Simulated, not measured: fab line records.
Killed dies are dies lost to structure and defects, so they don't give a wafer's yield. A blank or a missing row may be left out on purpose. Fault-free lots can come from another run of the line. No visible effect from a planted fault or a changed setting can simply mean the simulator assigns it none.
Matching of chambers || flow sfq line || 4 sister chambers for SFQ_TRILAYER_I1_CMP_CMP_046 on cmp-02
The step polishes SiO2. 18 wafers are shown with their chamber, then 9 later ones without.

## WAFERS WITH THEIR CHAMBER
{"wafer": "L478.2", "chamber": 2, "motor current A (A)": 10.6, "time to endpoint s (s)": 209, "retaining ring pressure frac": 1.004}
{"wafer": "L478.4", "chamber": 3, "motor current A (A)": 8.7, "time to endpoint s (s)": 202, "retaining ring pressure frac": 0.999}
{"wafer": "L478.5", "chamber": 1, "motor current A (A)": 9.6, "time to endpoint s (s)": 215, "retaining ring pressure frac": 0.989}
{"wafer": "L481.2", "chamber": 2, "motor current A (A)": 10.6, "time to endpoint s (s)": 220, "retaining ring pressure frac": 0.990}
{"wafer": "L481.5", "chamber": 2, "motor current A (A)": 10.5, "time to endpoint s (s)": 226, "retaining ring pressure frac": 0.993}
{"wafer": "L481.6", "chamber": 1, "motor current A (A)": 10.2, "time to endpoint s (s)": 230, "retaining ring pressure frac": 1.001}
{"wafer": "L482.3", "chamber": 0, "motor current A (A)": 9.9, "time to endpoint s (s)": 204, "retaining ring pressure frac": 1.007}
{"wafer": "L482.5", "chamber": 3, "motor current A (A)": 8.0, "time to endpoint s (s)": 209, "retaining ring pressure frac": 1.002}
{"wafer": "L482.6", "chamber": 0, "motor current A (A)": 9.3, "time to endpoint s (s)": 202, "retaining ring pressure frac": 1.001}
{"wafer": "L484.2", "chamber": 1, "motor current A (A)": 9.8, "time to endpoint s (s)": 207, "retaining ring pressure frac": 0.997}
{"wafer": "L484.3", "chamber": 0, "motor current A (A)": 10.6, "time to endpoint s (s)": 200, "retaining ring pressure frac": 0.997}
{"wafer": "L484.4", "chamber": 3, "motor current A (A)": 8.3, "time to endpoint s (s)": 208, "retaining ring pressure frac": 1.000}
{"wafer": "L485.2", "chamber": 1, "motor current A (A)": 9.4, "time to endpoint s (s)": 208, "retaining ring pressure frac": 0.998}
{"wafer": "L485.1", "chamber": 0, "motor current A (A)": 9.4, "time to endpoint s (s)": 205, "retaining ring pressure frac": 0.999}
{"wafer": "L485.3", "chamber": 3, "motor current A (A)": 8.6, "time to endpoint s (s)": 214, "retaining ring pressure frac": 1.008}
{"wafer": "L491.1", "chamber": 1, "motor current A (A)": 9.6, "time to endpoint s (s)": 205, "retaining ring pressure frac": 1.005}
{"wafer": "L491.3", "chamber": 0, "motor current A (A)": 9.9, "time to endpoint s (s)": 204, "retaining ring pressure frac": 1.009}
{"wafer": "L491.4", "chamber": 3, "motor current A (A)": 8.7, "time to endpoint s (s)": 212, "retaining ring pressure frac": 1.000}

SIGNATURES (means of the wafers above)
{"reading": "motor current A", "chamber 0": 9.820, "chamber 1": 9.720, "chamber 2": 10.567, "chamber 3": 8.460, "scatter within a chamber": 0.36}
{"reading": "time to endpoint s", "chamber 0": 203.00, "chamber 1": 213.00, "chamber 2": 218.33, "chamber 3": 209.00, "scatter within a chamber": 6.9}
{"reading": "retaining ring pressure frac", "chamber 0": 1.00260, "chamber 1": 0.99800, "chamber 2": 0.99567, "chamber 3": 1.00180, "scatter within a chamber": 0.0054}
Rule: a wafer's distance from a chamber is the root of the sum, over the readings, of the square of ((its reading less the chamber's mean) divided by the reading's scatter). If the next closest chamber is less than 2 further off than the closest, the wafer can't be placed; otherwise it belongs to the closest. The scatter: the root of (the sum of the squares of (reading less its chamber's mean) over the shown wafers, divided by (wafers less chambers)).

## WAFERS WITHOUT THEIR CHAMBER
{"wafer": "L497.2", "motor current A (A)": 8.8, "time to endpoint s (s)": 199, "retaining ring pressure frac": 1.001}
{"wafer": "L497.3", "motor current A (A)": 10.8, "time to endpoint s (s)": 206, "retaining ring pressure frac": 0.994}
{"wafer": "L497.1", "motor current A (A)": 9.1, "time to endpoint s (s)": 203, "retaining ring pressure frac": 0.998}
{"wafer": "L498.2", "motor current A (A)": 8.3, "time to endpoint s (s)": 202, "retaining ring pressure frac": 1.003}
{"wafer": "L498.3", "motor current A (A)": 10.7, "time to endpoint s (s)": 217, "retaining ring pressure frac": 1.001}
{"wafer": "L498.6", "motor current A (A)": 9.8, "time to endpoint s (s)": 213, "retaining ring pressure frac": 1.001}
{"wafer": "L501.3", "motor current A (A)": 9.9, "time to endpoint s (s)": 206, "retaining ring pressure frac": 0.993}
{"wafer": "L501.5", "motor current A (A)": 9.8, "time to endpoint s (s)": 213, "retaining ring pressure frac": 0.998}
{"wafer": "L501.6", "motor current A (A)": 9.3, "time to endpoint s (s)": 219, "retaining ring pressure frac": 0.998}

## WHICH CHAMBER EACH ONE RAN IN
{"wafer": "L497.2", "from the rows above": "can't be placed: 3 or 0 or 1", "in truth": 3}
{"wafer": "L497.3", "from the rows above": "can't be placed: 2 or 0 or 1", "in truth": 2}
{"wafer": "L497.1", "from the rows above": "can't be placed: 3 or 0 or 1", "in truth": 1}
{"wafer": "L498.2", "from the rows above": 3, "in truth": 3}
{"wafer": "L498.3", "from the rows above": "can't be placed: 2 or 1", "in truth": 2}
{"wafer": "L498.6", "from the rows above": "can't be placed: 1 or 0 or 2", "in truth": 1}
{"wafer": "L501.3", "from the rows above": "can't be placed: 1 or 0 or 2", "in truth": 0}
{"wafer": "L501.5", "from the rows above": "can't be placed: 1 or 0", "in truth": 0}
{"wafer": "L501.6", "from the rows above": "can't be placed: 1 or 3 or 0", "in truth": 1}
Correctly placed: 1 of 9. Cannot be placed on the basis of these rows: 8; the candidates contain the true chamber in 8. Wrongly placed: 0.
